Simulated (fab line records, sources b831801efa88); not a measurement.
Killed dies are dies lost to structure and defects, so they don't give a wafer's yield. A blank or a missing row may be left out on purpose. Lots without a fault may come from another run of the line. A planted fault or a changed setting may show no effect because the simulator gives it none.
A struck lot beside a sound one | flow sky130 | 18 steps out of a route of 708
Sound: wafers L789.1, L789.2, L789.6. Struck: wafers L792.1, L792.2, L792.5. The cause comes at the end.
At each step with rows: each side's tool, then ch and its chambers, then its first start. Under that, the readings that differ: sound wafers | struck wafers | difference of the means | sigmas: that difference in standard deviations of wafers without a fault.
alike: readings whose means differ by less than 2 such deviations, and words and numbers that are the same on both sides. not compared: withheld readings, readings that some wafer has no value for, bounds like >300 that may hide the same value, and numbers for which the record gives no deviation and whose values overlap.
The two part at a step that has a row with sigmas, a row that says differs or no value, or rows on one side only. Numbers that don't overlap but have no deviation are shown without sigmas and don't part them. A reading that every wafer of one side lacks parts them only if that side has two wafers or more.

first, 3 steps without rows for these wafers: SKY_LDD_P_EXPOSE_04 (exposes mask PSDM, target cd 380 nm); SKY_LDD_P_PEB_05; SKY_LDD_P_DEVELOP_06 (develop time 60 s).
SKY_LDD_P_CD_MEAS_07: target cd 380 nm.
  sound on cd_sem-01, day 19 05:26; struck on cd_sem-02, day 21 23:14
  alike: cd_nm
SKY_LDD_P_OVL_MEAS_08:
  sound on overlay-01, day 19 05:33; struck on overlay-02, day 21 23:21
  alike: LDD_P_OVL
then, 1 step without rows for these wafers: SKY_LDD_P_IMPLANT_09.
SKY_LDD_P_STRIP_10: strips in O2/N2.
  sound on plasma_asher-03 ch 0,1, day 19 05:44; struck on plasma_asher-03 ch 0,1, day 21 23:32
  alike: drypump_motor_current_A, oes_product_au, strip_time_to_endpoint_s
  not compared: rf_hours_counter_h
SKY_LDD_P_TW_MEAS_11:
  sound on film_metro-02, day 19 05:50; struck on film_metro-02, day 21 23:38
  alike: LDD_P_TW
then, 4 steps without rows for these wafers: SKY_LDD_HVN_DEHYDRATE_00 (time 60 s); SKY_LDD_HVN_HMDS_01 (prime time 60 s); SKY_LDD_HVN_COAT_02 (resist thk 300 nm); SKY_LDD_HVN_SOFTBAKE_03 (time 60 s).
SKY_LDD_HVN_EXPOSE_04: exposes mask HVNTM, target cd 700 nm.
  sound on iline_stepper-02 ch 0, day 19 20:58; struck on iline_stepper-02 ch 0, day 22 14:07
  reading                         | sound                | struck            | difference | sigmas
  model.LDD_HVN.overlay_x_nm (nm) | 0.4608 0.4608 0.4608 | 57.75 57.75 57.75 | +57.29     |
  alike: mask
then, 2 steps without rows for these wafers: SKY_LDD_HVN_PEB_05; SKY_LDD_HVN_DEVELOP_06 (develop time 60 s).
SKY_LDD_HVN_OVL_MEAS_07:
  sound on overlay-02, day 20 12:41; struck on overlay-01, day 23 05:29
  reading          | sound          | struck         | difference | sigmas
  LDD_HVN_OVL (nm) | -0.7 -0.8 -1.0 | 57.7 58.4 57.5 | +58.7      | +45
then, 1 step without rows for these wafers: SKY_LDD_HVN_IMPLANT_08.
-- the record jumps here: 24 days lie between the struck wafers' starts before and after (it left off in module LDD_HVN and takes up again in module PAD_OPEN, whose first step shown is number 708 of the route) --
SKY_PAD_OPEN_PROBE_99:
  sound on prober-01, day 46 07:01; struck on prober-02, day 47 17:04
  alike: killed_at_M0_to_M3, killed_at_M4_up, killed_at_contacts, killed_at_front_end, killed_at_other, killed_dies, killed_open, killed_short

WHERE THEY PART
Only at SKY_LDD_HVN_OVL_MEAS_07, within this record. Later steps at which nothing parts them and some readings are alike: SKY_PAD_OPEN_PROBE_99.

WHY: what the simulator had put in
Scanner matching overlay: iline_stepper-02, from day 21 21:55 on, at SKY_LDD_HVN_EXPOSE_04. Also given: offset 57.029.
